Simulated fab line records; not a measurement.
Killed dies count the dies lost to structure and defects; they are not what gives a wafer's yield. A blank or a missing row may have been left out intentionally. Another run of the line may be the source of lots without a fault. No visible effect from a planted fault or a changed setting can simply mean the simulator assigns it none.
Which tool did it? -- flow sky130 -- Sampling: 14 lots, 41 wafers, 4 of 708 route steps

## WHAT THE GAUGES READ, wafer by wafer
SKY_VIA1_CD_MEAS_12: the cd target is 150 nm.
lot,measured,on,cd nm (nm)
L215,day 34 03:07,cd sem-02,152.0 152.5 152.2
L220,day 35 23:12,cd sem-01,152.5 151.2 150.3
L221,day 36 09:43,cd sem-01,151.5 150.7 149.5
L222,day 36 17:29,cd sem-01,148.3 147.4 150.0
L223,day 37 02:50,cd sem-02,150.3 151.4 150.7
L224,day 37 16:35,cd sem-02,149.1 150.5 149.4
L226,day 37 22:37,cd sem-01,150.9 150.0 151.0
L227,day 38 01:43,cd sem-01,152.5 153.0
L229,day 38 08:13,cd sem-02,149.0 149.2 149.5
L231,day 39 04:53,cd sem-01,149.3 150.9 150.1
L232,day 39 09:40,cd sem-01,149.9 151.2 151.9
L233,day 39 15:10,cd sem-01,151.8 152.1 151.3
L237,day 40 14:39,cd sem-01,150.2 150.6 151.5
L238,day 40 23:01,cd sem-01,150.5 149.9 151.3

SKY_VIA1_RS_MEAS_22: uses a four-point probe to measure.
lot,measured,on,VIA1_W_RS (ohm/sq)
L215,day 34 04:08,film metro-03,0.436 0.433 0.435
L220,day 36 00:11,film metro-03,0.420 0.423 0.422
L221,day 36 10:42,film metro-03,0.425 0.425 0.423
L222,day 36 18:29,film metro-04,0.420 0.421 0.423
L223,day 37 03:50,film metro-03,0.422 0.425 0.423
L224,day 37 17:34,film metro-01,0.418 0.423 0.418
L226,day 37 23:36,film metro-03,0.415 0.418 0.420
L227,day 38 02:43,film metro-03,0.422 0.427
L229,day 38 09:14,film metro-03,0.412 0.411 0.418
L231,day 39 06:00,film metro-01,0.411 0.419 0.419
L232,day 39 10:43,film metro-03,0.432 0.429 0.432
L233,day 39 16:10,film metro-04,0.419 0.415 0.419
L237,day 40 15:44,film metro-01,0.428 0.426 0.430
L238,day 41 00:00,film metro-03,0.430 0.428 0.427

SKY_METAL2_OVL_MEAS_16.
lot,measured,on,METAL2_OVL (nm)
L215,day 35 07:17,overlay-02,4 6 -2
L220,day 37 03:26,overlay-01,-4 -6 -6
L221,day 37 13:46,overlay-02,11 8 3
L222,day 37 21:26,overlay-02,6 2 0
L223,day 38 06:08,overlay-01,1 -2 -2
L224,day 38 20:05,overlay-02,12 10 6
L226,day 39 01:51,overlay-01,-2 -2 2
L227,day 39 05:07,overlay-01,-3 2
L229,day 39 10:38,overlay-02,6 6 1
L231,day 40 09:17,overlay-01,- - -
L232,day 40 12:35,overlay-01,- - -
L233,day 40 18:06,overlay-02,9 6 4
L237,day 41 16:46,overlay-02,0 1 6
L238,day 41 23:59,overlay-01,9 14 7

## TOOL THAT RAN EACH LOT (tool first, then ch and the chambers of the sampled wafers, then the start)
lot,SKY_METAL2_EXPOSE_12
L215,"krf scanner-01 ch 0, day 34 18:23"
L220,"krf scanner-02 ch 0, day 36 14:14"
L221,"krf scanner-01 ch 0, day 37 01:01"
L222,"krf scanner-02 ch 0, day 37 08:02"
L223,"krf scanner-02 ch 0, day 37 17:22"
L224,"krf scanner-02 ch 0, day 38 07:20"
L226,"krf scanner-01 ch 0, day 38 13:19"
L227,"krf scanner-02 ch 0, day 38 16:31"
L229,"krf scanner-01 ch 0, day 38 23:01"
L231,"krf scanner-01, day 39 20:01"
L232,"krf scanner-02, day 40 00:13"
L233,"krf scanner-01 ch 0, day 40 06:41"
L237,"krf scanner-01 ch 0, day 41 05:43"
L238,"krf scanner-02 ch 0, day 41 13:05"
- SKY_METAL2_EXPOSE_12: exposes mask MM2, target cd 140 nm.

## WHAT THE TOOLS THEMSELVES READ (means of the sampled wafers that have a number; where no wafer has one, the mark that the record gives instead)
SKY_METAL2_EXPOSE_12.
lot,tool,exposure dose mJ cm2,focus offset nm (nm)
L215,krf scanner-01,28.006,-0.7
L220,krf scanner-02,28.007,-0.0
L221,krf scanner-01,27.996,0.2
L222,krf scanner-02,28.024,0.1
L223,krf scanner-02,27.994,0.1
L224,krf scanner-02,27.988,-0.6
L226,krf scanner-01,27.977,0.7
L227,krf scanner-02,27.997,0.3
L229,krf scanner-01,28.039,0.0
L231,krf scanner-01,-,-
L232,krf scanner-02,-,-
L233,krf scanner-01,27.991,0.9
L237,krf scanner-01,28.024,0.2
L238,krf scanner-02,28.003,-0.2

## THE ANSWER, worked out from the rows above alone
Rule: what is usual is taken from the lots themselves. Put in order of their means at a reading, lots are off if they are a third of the lots or fewer, leave a main group of 4 or more, and stand apart from it by a gap of 3 or more times the standard deviation of the main group's means; of several such gaps the widest counts. A main group is skipped when, at the precision printed for the reading in the tables above, its means are all equal. Also off: a lot with no number at a reading for which 4 or more lots have one. Where the step has rows for the other lots, those lots are counted as sound. After the gauges, taken in route order, come the tools' own readings; for these a lot's mean is taken, as printed above. At the first step where some lot is off, the reading lying furthest off is the one used; lots without a number count as furthest.
Off: L231, L232, seen at SKY_METAL2_OVL_MEAS_16 (METAL2_OVL). Without a number there: L231, L232. For the main group the mean is 3 nm and the standard deviation 4.4.
If a tool, at a process step before that reading, ran all the lots that are off and no sound lot after the first of them, it fits. Not tried: the gauges at SKY_METAL2_OVL_MEAS_16; whatever is off there is also off at SKY_METAL2_EXPOSE_12, on other tools, and gauge error can't account for it. No candidate that was tried fits.

## WHAT HAD BEEN PUT IN BY THE SIMULATOR
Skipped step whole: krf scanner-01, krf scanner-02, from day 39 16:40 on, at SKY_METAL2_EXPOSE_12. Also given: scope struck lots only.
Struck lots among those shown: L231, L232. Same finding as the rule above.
